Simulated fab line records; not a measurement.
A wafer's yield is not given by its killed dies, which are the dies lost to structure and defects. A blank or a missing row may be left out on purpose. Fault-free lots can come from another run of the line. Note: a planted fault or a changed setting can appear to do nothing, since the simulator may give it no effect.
Which of the tools did it?    flow gf180mcu    36 wafers from 12 lots sampled at 4 of the route's 602 steps

== WHAT THE GAUGES READ, wafer by wafer ==
GF_POLY_GATE_THK_MEAS_01.
lot   measured      on            POLY_GATE_CVD_00_THK (nm)
L171  day 9 02:47   filmMetro-01  199.6 201.0 200.4
L173  day 9 13:06   filmMetro-01  198.3 199.1 199.0
L174  day 10 13:19  filmMetro-04  200.7 199.9 200.9
L175  day 10 13:19  filmMetro-01  199.6 199.3 199.6
L176  day 10 16:07  filmMetro-01  199.4 200.8 200.5
L178  day 11 05:52  filmMetro-01  199.0 198.5 198.1
L181  day 11 20:11  filmMetro-01  209.0 209.0 208.9
L187  day 13 22:26  filmMetro-04  201.6 202.8 201.3
L189  day 14 18:43  filmMetro-04  198.6 199.6 197.8
L191  day 15 00:31  filmMetro-01  198.6 197.2 198.1
L190  day 15 00:31  filmMetro-04  201.3 201.6 201.9
L192  day 15 11:06  filmMetro-04  200.9 201.0 200.7

== TOOL THAT RAN EACH LOT (tool first, then ch and the chambers of the sampled wafers, then the start) ==
lot   GF_VT_IMPLANT_STRIP_09               GF_VT_IMPLANT_RTA_45             GF_POLY_GATE_CVD_00
L171  plasmaAsher-02 ch 0, day 6 06:48     rtpAnneal-02 ch 0, day 8 04:49   lpcvd-02 ch 1, day 9 01:26
L173  plasmaAsher-04 ch 0,1, day 6 15:21   rtpAnneal-01 ch 0, day 8 14:38   lpcvd-02 ch 0, day 9 11:46
L174  plasmaAsher-04 ch 0,1, day 7 10:27   rtpAnneal-02 ch 0, day 9 12:11   lpcvd-02 ch 0, day 10 11:59
L175  plasmaAsher-02 ch 0,1, day 7 10:52   rtpAnneal-01 ch 0, day 9 12:36   lpcvd-02 ch 1, day 10 11:59
L176  plasmaAsher-01 ch 0,1, day 7 14:12   rtpAnneal-01 ch 0, day 9 16:39   lpcvd-01 ch 1, day 10 14:47
L178  plasmaAsher-02 ch 0,1, day 8 02:49   rtpAnneal-01 ch 0, day 10 06:06  lpcvd-02 ch 1, day 11 04:31
L181  plasmaAsher-02 ch 0,1, day 8 15:04   rtpAnneal-01 ch 0, day 10 19:51  lpcvd-02 ch 1, day 11 18:51
L187  plasmaAsher-01 ch 0, day 10 03:20    rtpAnneal-02 ch 0, day 12 11:29  lpcvd-01 ch 1, day 13 21:05
L189  plasmaAsher-02 ch 0,1, day 11 00:50  rtpAnneal-01 ch 0, day 13 09:06  lpcvd-02 ch 1, day 14 17:23
L191  plasmaAsher-01 ch 0,1, day 11 09:50  rtpAnneal-02 ch 0, day 13 19:09  lpcvd-02 ch 0, day 14 23:11
L190  plasmaAsher-01 ch 0,1, day 11 11:07  rtpAnneal-01 ch 0, day 13 20:49  lpcvd-02 ch 0, day 14 23:11
L192  plasmaAsher-02 ch 0,1, day 11 16:34  rtpAnneal-02 ch 0, day 14 02:35  lpcvd-01 ch 1, day 15 09:46
- GF_VT_IMPLANT_STRIP_09: strips in O2/N2.
- GF_VT_IMPLANT_RTA_45: time 30 s.
- GF_POLY_GATE_CVD_00: deposits poly-Si, target thk 200 nm, time 1200 s.

== WHAT THE TOOLS THEMSELVES READ (means of the sampled wafers that have a number; where no wafer has one, the mark that the record gives instead) ==
GF_VT_IMPLANT_STRIP_09.
lot   tool            drypumpMotorCurrentA (A)  heaterPowerW (W)  oesProductAu (a.u.)  stripTimeToEndpointS (s)
L171  plasmaAsher-02  6.2                       342               0.716                12.60
L173  plasmaAsher-04  5.3                       324               0.714                12.63
L174  plasmaAsher-04  5.4                       322               0.716                12.64
L175  plasmaAsher-02  6.0                       338               0.716                12.65
L176  plasmaAsher-01  5.8                       343               0.719                12.68
L178  plasmaAsher-02  5.9                       335               0.718                12.62
L181  plasmaAsher-02  6.0                       332               0.716                12.69
L187  plasmaAsher-01  6.1                       329               0.718                12.66
L189  plasmaAsher-02  5.9                       334               0.717                12.56
L191  plasmaAsher-01  5.9                       339               0.716                12.68
L190  plasmaAsher-01  5.9                       332               0.719                12.71
L192  plasmaAsher-02  5.9                       325               0.714                12.64

GF_VT_IMPLANT_RTA_45.
lot   tool          lampPowerPct (%)  wafer_temp_C_max
L171  rtpAnneal-02  39                1057.0
L173  rtpAnneal-01  32                1055.2
L174  rtpAnneal-02  39                1055.5
L175  rtpAnneal-01  32                1053.6
L176  rtpAnneal-01  32                1054.5
L178  rtpAnneal-01  32                1054.3
L181  rtpAnneal-01  32                1055.2
L187  rtpAnneal-02  39                1056.4
L189  rtpAnneal-01  32                1054.6
L191  rtpAnneal-02  39                1055.1
L190  rtpAnneal-01  32                1055.2
L192  rtpAnneal-02  39                1057.6

GF_POLY_GATE_CVD_00.
lot   tool      pressureMtorr (mTorr)  zonePowerBottomPct (%)
L171  lpcvd-02  200.5                  12.8
L173  lpcvd-02  200.4                  15.0
L174  lpcvd-02  200.3                  14.8
L175  lpcvd-02  199.8                  12.8
L176  lpcvd-01  199.8                  12.8
L178  lpcvd-02  200.0                  12.8
L181  lpcvd-02  199.9                  12.8
L187  lpcvd-01  199.6                  13.0
L189  lpcvd-02  199.6                  12.8
L191  lpcvd-02  200.4                  14.9
L190  lpcvd-02  200.0                  14.8
L192  lpcvd-01  200.3                  12.9

== THE ANSWER, worked out from the rows above alone ==
Rule: the usual values come from the lots themselves. Put in order of their means at a reading, lots are off if they are a third of the lots or fewer, leave a main group of 4 or more, and stand apart from it by a gap of 3 or more times the standard deviation of the main group's means; of several such gaps the widest counts. The tables above print the reading to a certain number of digits; a main group whose means all agree to those digits is not used. A lot without any number at a reading at which 4 lots or more have one is off too. The other lots that the step has rows for count as sound. The gauges are gone through in route order, then the tools' own readings, and for those a lot's mean is taken as printed above. At the first step where some lot is off, the reading lying furthest off is the one used; lots without a number count as furthest.
Off: at GF_POLY_GATE_THK_MEAS_01 (POLY_GATE_CVD_00_THK), L181. Main group: mean 199.9 nm, sd 1.2.
A tool fits if, at a process step before that reading, it ran every lot that is off, and no sound lot after the first of them. Those tools and the gauges at GF_POLY_GATE_THK_MEAS_01 are tried in the same way. Not one of the candidates tried fits.

== WHAT THE SIMULATOR PUT IN ==
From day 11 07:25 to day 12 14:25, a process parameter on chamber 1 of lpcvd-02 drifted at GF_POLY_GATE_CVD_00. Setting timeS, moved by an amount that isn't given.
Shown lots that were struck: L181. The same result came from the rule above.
